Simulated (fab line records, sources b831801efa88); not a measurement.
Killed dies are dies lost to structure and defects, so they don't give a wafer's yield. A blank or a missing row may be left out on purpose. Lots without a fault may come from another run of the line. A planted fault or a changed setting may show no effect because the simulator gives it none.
Which tool did it? | flow sky130 | 12 lots, 36 wafers sampled, at 3 steps of a route of 708

WHAT THE GAUGES READ, wafer by wafer
SKY_CONTACT_BOW_MEAS_05. Usual: CONTACT_BOW 82 um, standard deviation 7.4.
lot  | measured     | on            | CONTACT_BOW (um) | flag
L535 | day 29 23:34 | film_metro-02 | 83 96 66         |
L536 | day 30 13:31 | film_metro-02 | 80 74 87         |
L538 | day 30 19:47 | film_metro-02 | 82 83 79         |
L541 | day 32 19:38 | film_metro-02 | 75 82 80         |
L542 | day 32 21:54 | film_metro-02 | 84 78 84         |
L540 | day 32 22:55 | film_metro-02 | 86 96 89         |
L543 | day 33 02:13 | film_metro-04 | 79 75 74         |
L544 | day 33 07:21 | film_metro-04 | 74 76 79         |
L546 | day 33 20:37 | film_metro-04 | 86 76 83         |
L556 | day 36 19:20 | film_metro-02 | 74 84 87         |
L557 | day 37 06:43 | film_metro-04 | 87 78 71         |
L558 | day 37 16:08 | film_metro-03 | 79 76 92         |

SKY_VIA1_CD_MEAS_12: target cd 150 nm. Usual: cd_nm 149.9 nm, standard deviation 2.
lot  | measured     | on        | cd_nm (nm)        | flag
L535 | day 33 12:31 | cd_sem-02 | 148.3 148.1 148.0 |
L536 | day 34 02:29 | cd_sem-02 | 151.0 151.7 150.7 |
L538 | day 34 09:26 | cd_sem-02 | 153.0 152.6 152.5 |
L541 | day 36 07:45 | cd_sem-02 | 151.5 151.4 152.0 |
L542 | day 36 10:05 | cd_sem-02 | 149.8 150.3 151.8 |
L540 | day 36 11:20 | cd_sem-01 | 151.6 150.7 150.8 |
L543 | day 36 14:43 | cd_sem-02 | 146.0 147.3 146.4 |
L544 | day 36 20:01 | cd_sem-01 | 148.8 150.1 149.4 |
L546 | day 37 08:20 | cd_sem-01 | 148.2 146.9 149.2 |
L556 | day 40 03:14 | cd_sem-02 | 148.9 147.7 147.3 |
L557 | day 40 13:10 | cd_sem-02 | 150.6 150.1 151.9 |
L558 | day 40 22:22 | cd_sem-02 | 151.5 150.8 151.4 |

WHICH TOOL RAN EACH LOT (tool, then ch and the chambers of the sampled wafers, then the start)
lot  | SKY_METAL1_SPUTTER_00
L535 | pvd_sputter-02, day 31 05:11
L536 | pvd_sputter-03, day 31 19:07
L538 | pvd_sputter-01, day 32 01:17
L541 | pvd_sputter-01, day 33 23:46
L542 | pvd_sputter-03, day 34 02:10
L540 | pvd_sputter-02, day 34 03:15
L543 | pvd_sputter-03, day 34 06:56
L544 | pvd_sputter-03, day 34 11:43
L546 | pvd_sputter-01, day 35 00:38
L556 | pvd_sputter-02, day 37 22:33
L557 | pvd_sputter-02, day 38 10:37
L558 | pvd_sputter-03, day 38 19:45
- SKY_METAL1_SPUTTER_00: material Ti, target thk 15 nm, time 10 s.

WHAT THE TOOLS THEMSELVES READ (means of the sampled wafers that have a number; where no wafer has one, the mark that the record gives instead)
SKY_METAL1_SPUTTER_00. Usual: throttle_valve_pct 30.0 %, standard deviation 1.1.
lot  | tool           | throttle_valve_pct (%) | flag
L535 | pvd_sputter-02 | 29.9                   |
L536 | pvd_sputter-03 | 30.7                   |
L538 | pvd_sputter-01 | 28.7                   |
L541 | pvd_sputter-01 | 29.5                   |
L542 | pvd_sputter-03 | 30.1                   |
L540 | pvd_sputter-02 | 30.3                   |
L543 | pvd_sputter-03 | 30.2                   |
L544 | pvd_sputter-03 | 30.3                   |
L546 | pvd_sputter-01 | 29.5                   |
L556 | pvd_sputter-02 | 29.8                   |
L557 | pvd_sputter-02 | 29.7                   |
L558 | pvd_sputter-03 | 30.2                   |

THE ANSWER, worked out from the rows above alone
Rule: a lot is off if the mean of its wafers that have a number lies more than 3 standard deviations from the usual mean. A lot without any number at a reading at which 4 lots or more have one is off too. The other lots that the step has rows for count as sound. The gauges are gone through in route order, then the tools' own readings, and for those a lot's mean is taken as printed above. The first step at which some lot is off is used, and at that step the reading that is off furthest; a lot without a number counts as furthest.
No lot is off at any reading shown: from this, nothing can be told.

WHAT THE SIMULATOR HAD PUT IN
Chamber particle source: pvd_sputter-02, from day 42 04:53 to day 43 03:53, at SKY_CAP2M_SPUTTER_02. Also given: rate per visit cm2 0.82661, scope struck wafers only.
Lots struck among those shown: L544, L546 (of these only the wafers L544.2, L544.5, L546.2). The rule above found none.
